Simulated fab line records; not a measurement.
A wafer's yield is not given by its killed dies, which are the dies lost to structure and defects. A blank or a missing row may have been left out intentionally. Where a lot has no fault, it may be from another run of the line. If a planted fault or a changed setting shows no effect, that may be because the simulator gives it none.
Tool commonality check || flow sky130 || Sample size 15 lots and 54 wafers

## REASON FOR OPENING
SKY_POLY_GATE_THK_MEAS_01, reading POLY_GATE_CVD_00_THK: flagged on 3 of 15 lots. Fault-free wafers read 179.8 nm, with a standard deviation of 1.5.
Rule: flag the lot when none of its wafers has a number, or when each of its wafers that has one lies beyond 4 standard deviations from that mean. As for the other lots, they are considered sound.

{"lot": "L170", "measured": "day 13 21:11", "on": "film_metro-01", "POLY_GATE_CVD_00_THK (nm), wafer by wafer": "181.1 181.6 182.3", "flag": ""}
{"lot": "L171", "measured": "day 14 05:29", "on": "film_metro-02", "POLY_GATE_CVD_00_THK (nm), wafer by wafer": "177.5 179.8 178.2", "flag": ""}
{"lot": "L172", "measured": "day 15 00:34", "on": "film_metro-02", "POLY_GATE_CVD_00_THK (nm), wafer by wafer": "181.3 179.2 179.6", "flag": ""}
{"lot": "L174", "measured": "day 16 00:05", "on": "film_metro-02", "POLY_GATE_CVD_00_THK (nm), wafer by wafer": "181.5 179.2 181.0", "flag": ""}
{"lot": "L177", "measured": "day 16 16:30", "on": "film_metro-02", "POLY_GATE_CVD_00_THK (nm), wafer by wafer": "179.6 179.7 180.1", "flag": ""}
{"lot": "L178", "measured": "day 16 23:38", "on": "film_metro-02", "POLY_GATE_CVD_00_THK (nm), wafer by wafer": "181.9 182.7 180.7", "flag": ""}
{"lot": "L179", "measured": "day 17 06:43", "on": "film_metro-02", "POLY_GATE_CVD_00_THK (nm), wafer by wafer": "190.6 191.8 190.9 190.6 191.8 190.9", "flag": "FLAGGED"}
{"lot": "L180", "measured": "day 18 00:52", "on": "film_metro-02", "POLY_GATE_CVD_00_THK (nm), wafer by wafer": "188.8 188.3 189.2 188.9 188.5 189.3", "flag": "FLAGGED"}
{"lot": "L181", "measured": "day 18 00:52", "on": "film_metro-01", "POLY_GATE_CVD_00_THK (nm), wafer by wafer": "192.2 191.2 192.5 192.2 191.2 192.3", "flag": "FLAGGED"}
{"lot": "L188", "measured": "day 20 08:46", "on": "film_metro-02", "POLY_GATE_CVD_00_THK (nm), wafer by wafer": "180.5 178.5 180.2", "flag": ""}
{"lot": "L189", "measured": "day 20 15:38", "on": "film_metro-02", "POLY_GATE_CVD_00_THK (nm), wafer by wafer": "178.7 178.4 179.2", "flag": ""}
{"lot": "L190", "measured": "day 20 22:27", "on": "film_metro-01", "POLY_GATE_CVD_00_THK (nm), wafer by wafer": "180.6 180.1 181.6", "flag": ""}
{"lot": "L191", "measured": "day 21 04:47", "on": "film_metro-02", "POLY_GATE_CVD_00_THK (nm), wafer by wafer": "179.1 177.9 180.2", "flag": ""}
{"lot": "L192", "measured": "day 22 07:18", "on": "film_metro-04", "POLY_GATE_CVD_00_THK (nm), wafer by wafer": "179.0 179.6 177.5", "flag": ""}
{"lot": "L193", "measured": "day 22 09:05", "on": "film_metro-04", "POLY_GATE_CVD_00_THK (nm), wafer by wafer": "179.0 178.6 179.8", "flag": ""}
The mean of the flagged lots' numbers is 190.6 nm, +10.8 nm from the usual (+7 standard deviations).

## WHICH TOOL RAN EACH LOT
The record holds 1 process step before the reading, out of a route of 708 steps. Each cell gives the tool, then ch followed by the chambers the sampled wafers passed through, then the start.
{"lot": "L170", "flag": "", "SKY_POLY_GATE_CVD_00": "lpcvd-01 ch 0, day 13 19:58"}
{"lot": "L171", "flag": "", "SKY_POLY_GATE_CVD_00": "lpcvd-01 ch 0, day 14 04:16"}
{"lot": "L172", "flag": "", "SKY_POLY_GATE_CVD_00": "lpcvd-01 ch 1, day 14 23:22"}
{"lot": "L174", "flag": "", "SKY_POLY_GATE_CVD_00": "lpcvd-01 ch 1, day 15 22:52"}
{"lot": "L177", "flag": "", "SKY_POLY_GATE_CVD_00": "lpcvd-01 ch 0, day 16 15:18"}
{"lot": "L178", "flag": "", "SKY_POLY_GATE_CVD_00": "lpcvd-01 ch 0, day 16 22:26"}
{"lot": "L179", "flag": "FLAGGED", "SKY_POLY_GATE_CVD_00": "lpcvd-01 ch 1, day 17 05:30"}
{"lot": "L180", "flag": "FLAGGED", "SKY_POLY_GATE_CVD_00": "lpcvd-01 ch 1, day 17 23:39"}
{"lot": "L181", "flag": "FLAGGED", "SKY_POLY_GATE_CVD_00": "lpcvd-01 ch 1, day 17 23:39"}
{"lot": "L188", "flag": "", "SKY_POLY_GATE_CVD_00": "lpcvd-01 ch 0, day 20 07:34"}
{"lot": "L189", "flag": "", "SKY_POLY_GATE_CVD_00": "lpcvd-01 ch 1, day 20 14:25"}
{"lot": "L190", "flag": "", "SKY_POLY_GATE_CVD_00": "lpcvd-01 ch 0, day 20 21:14"}
{"lot": "L191", "flag": "", "SKY_POLY_GATE_CVD_00": "lpcvd-01 ch 1, day 21 03:35"}
{"lot": "L192", "flag": "", "SKY_POLY_GATE_CVD_00": "lpcvd-01 ch 1, day 22 05:29"}
{"lot": "L193", "flag": "", "SKY_POLY_GATE_CVD_00": "lpcvd-01 ch 0, day 22 07:17"}
These steps, and what they do:
- SKY_POLY_GATE_CVD_00: deposits poly-Si, target thk 180 nm, time 720 s.
- SKY_POLY_GATE_THK_MEAS_01

## FLAGGED OVER TOTAL, TOOL BY TOOL (the gauges that took the reading come last)
{"step": "SKY_POLY_GATE_CVD_00", "tool": "lpcvd-01", "lots run": 15, "flagged": 3, "share of the flagged lots": "all", "sound lots run after its first flagged lot": "6 (L188,L189,L190,L191,L192,L193)"}
{"step": "SKY_POLY_GATE_THK_MEAS_01", "tool": "film_metro-01", "lots run": 3, "flagged": 1, "share of the flagged lots": "some", "sound lots run after its first flagged lot": "1 (L190)"}
{"step": "SKY_POLY_GATE_THK_MEAS_01", "tool": "film_metro-02", "lots run": 10, "flagged": 2, "share of the flagged lots": "some", "sound lots run after its first flagged lot": "3 (L188,L189,L191)"}
{"step": "SKY_POLY_GATE_THK_MEAS_01", "tool": "film_metro-04", "lots run": 2, "flagged": 0, "share of the flagged lots": "none", "sound lots run after its first flagged lot": "-"}

## THE TABLE: WHAT IT ALLOWS
Rows of the table that ran each flagged lot: 1, that is lpcvd-01 at SKY_POLY_GATE_CVD_00.
- lpcvd-01 at SKY_POLY_GATE_CVD_00: 3 of its 15 lots flagged. Lots that were sound ran on it after the first flagged one (L188, L189, L190, L191, L192, L193); a persistent fault on the entire tool would not allow that.
There is no row in the table that ran each flagged lot and no sound lot after the first.

## WHAT THE SIMULATOR HAD INSERTED
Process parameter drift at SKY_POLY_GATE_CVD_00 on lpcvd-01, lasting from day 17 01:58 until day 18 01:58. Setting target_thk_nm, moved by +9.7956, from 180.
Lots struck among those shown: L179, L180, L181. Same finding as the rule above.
